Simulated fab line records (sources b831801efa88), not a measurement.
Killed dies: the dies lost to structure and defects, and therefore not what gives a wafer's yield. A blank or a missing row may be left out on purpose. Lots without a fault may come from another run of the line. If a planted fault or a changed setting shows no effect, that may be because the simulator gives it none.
Comparing a struck lot with a sound one ; flow sky130 ; 15 out of 708 route steps
Sound: wafers L194.3, L194.5, L194.6. The struck wafers were L199.2, L199.5, L199.6. The cause comes at the end.
Per side, at each step with rows, come the tool, then ch with its chambers, and then its first start. Under that, the readings that differ: sound wafers ; struck wafers ; difference of the means ; sigmas: that difference in standard deviations of wafers without a fault.
alike: readings whose means differ by less than 2 such deviations, and words and numbers that are the same on both sides. not compared: withheld readings, readings that some wafer has no value for, bounds like >300 that may hide the same value, and numbers for which the record gives no deviation and whose values overlap.
A row with sigmas, a row that says differs or no value, or rows on one side alone: a step with any of these is where the two part. Numbers that have no deviation but don't overlap get no sigmas and don't part them. A reading that every wafer of one side lacks parts them only if that side has two wafers or more.

SKY_VIA3_BOW_MEAS_03:
  sound on filmMetro-03, day 42 04:07; struck on filmMetro-03, day 43 03:13
  alike: VIA3_BOW
then, 8 steps without rows for these wafers: SKY_VIA3_DEHYDRATE_04 (time 60 s); SKY_VIA3_HMDS_05 (prime time 60 s); SKY_VIA3_COAT_06 (resist thk 60 nm); SKY_VIA3_COAT_07 (resist thk 450 nm); SKY_VIA3_SOFTBAKE_08 (time 90 s); SKY_VIA3_EXPOSE_09 (exposes mask VIM3, target cd 200 nm); SKY_VIA3_PEB_10; SKY_VIA3_DEVELOP_11 (develop time 60 s).
SKY_VIA3_CD_MEAS_12: the cd target is 200 nm.
  sound on cdSem-02, day 43 02:52; struck on cdSem-02, day 44 01:41
  alike: cdNm
SKY_VIA3_OVL_MEAS_13:
  sound on overlay-02, day 43 02:58; struck on overlay-01, day 44 01:48
reading;sound;struck;difference;sigmas
VIA3_OVL (nm);6 3 2;-8 -3 -8;-10;-2
SKY_VIA3_ETCH_14: etches BARC in N2/H2, stops on SiO2, time 45.9 s, target depth 60 nm.
  sound on rieDiel-01 ch 2,3, day 43 02:59; struck on rieDiel-01 ch 2,3, day 44 01:50
  alike: drypumpMotorCurrentA, n2FlowSccm, oesProductAu, runLengthS, throttleValvePct
  not compared: rfHoursCounterH
SKY_VIA3_ETCH_15: etches SiO2 in C4F8/O2/Ar, stops on TiN, target depth 507 nm, time 78 s.
  sound on rieDiel-01 ch 2,3, day 43 03:02; struck on rieDiel-01 ch 2,3, day 44 01:52
reading;sound;struck;difference;sigmas
oesProductAu (a.u.);0.940 0.956 0.936;0.864 0.860 0.870;-0.079;-16
runLengthS (s);106.5 106.2 106.0;119.5 119.7 119.5;+13.3;+33
model.KrF-thick_of_VIA3_COAT_07.thkNm (nm);287.2 289.8 288.2;272.4 272.5 274.1;-15.4;
model.VIA3.featureDepthNm (nm);463.1 465.6 462.7;466.6 467.8 468.4;+3.8;
model.TiN_of_METAL3_SPUTTER_04.thkNm (nm);70.5 69.54 69.79;66.41 66.25 66.5;-3.56;
  not compared: rfHoursCounterH
SKY_VIA3_STRIP_16: strips in O2/N2.
  sound on plasmaAsher-04 ch 0,1, day 43 03:07; struck on plasmaAsher-01 ch 0,1, day 44 01:56
reading;sound;struck;difference;sigmas
stripTimeToEndpointS (s);4.09 4.13 4.09;3.93 3.92 3.95;-0.17;-5
  alike: drypumpMotorCurrentA, n2FlowSccm, o2FlowSccm, oesProductAu
  not compared: rfHoursCounterH
then, 1 step without rows for these wafers: SKY_VIA3_STRIP_17 (strips in post etch residue remover, time 1200 s).

== WHERE THEY PART ==
At SKY_VIA3_OVL_MEAS_13 first; at SKY_VIA3_STRIP_16 last (within this record only).

WHY: whatever the simulator had introduced
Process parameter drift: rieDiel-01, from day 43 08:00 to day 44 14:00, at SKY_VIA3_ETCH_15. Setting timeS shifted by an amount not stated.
